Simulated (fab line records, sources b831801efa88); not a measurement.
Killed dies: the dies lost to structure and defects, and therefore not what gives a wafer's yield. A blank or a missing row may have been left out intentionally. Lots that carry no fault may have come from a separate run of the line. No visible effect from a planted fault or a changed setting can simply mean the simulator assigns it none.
Chamber matching ; flow sky130 ; SKY_CONTACT_ETCH_17 on rieDiel-04 has 4 sister chambers
The step etches SiO2 in C4F8/O2/Ar, stops on Si3N4, target depth 340 nm. 4 wafers are shown with their chamber, then 7 later ones without.

WAFERS PAIRED WITH THEIR CHAMBERS
wafer;chamber;biasW (W)
L076.5;3;1200
L087.4;1;1198
L087.6;2;1192
L092.5;0;1199

WAFERS WITH NO CHAMBER GIVEN
wafer;biasW (W)
L092.6;1201
L095.1;1201
L095.4;1199
L095.6;1200
L096.1;1203
L096.2;1197
L096.5;1200

WHICH CHAMBER EACH ONE RAN IN
wafer;from the rows above;in truth
L092.6;can't be placed: 3 or 0 or 1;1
L095.1;can't be placed: 3 or 0 or 1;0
L095.4;can't be placed: 0 or 1 or 3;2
L095.6;can't be placed: 3 or 0 or 1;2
L096.1;can't be placed: 3 or 0 or 1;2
L096.2;can't be placed: 1 or 0 or 3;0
L096.5;can't be placed: 3 or 0 or 1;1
Placed correctly: 0 of 7. Not placeable from these rows: 7 (in 4, the candidates include the true chamber). Number placed wrongly: 0.
How it was worked out, from the rows above alone: a wafer's distance from a chamber is the root of the sum, over the readings, of the square of ((its reading less the chamber's mean) divided by the reading's scatter). The wafer belongs to the nearest chamber; if the next one is less than 2 further off, it can't be placed. A chamber's mean is the mean of its shown wafers. The scatter: root of mean squared gap, hidden wafer to nearest shown wafer, with one shown wafer a chamber.
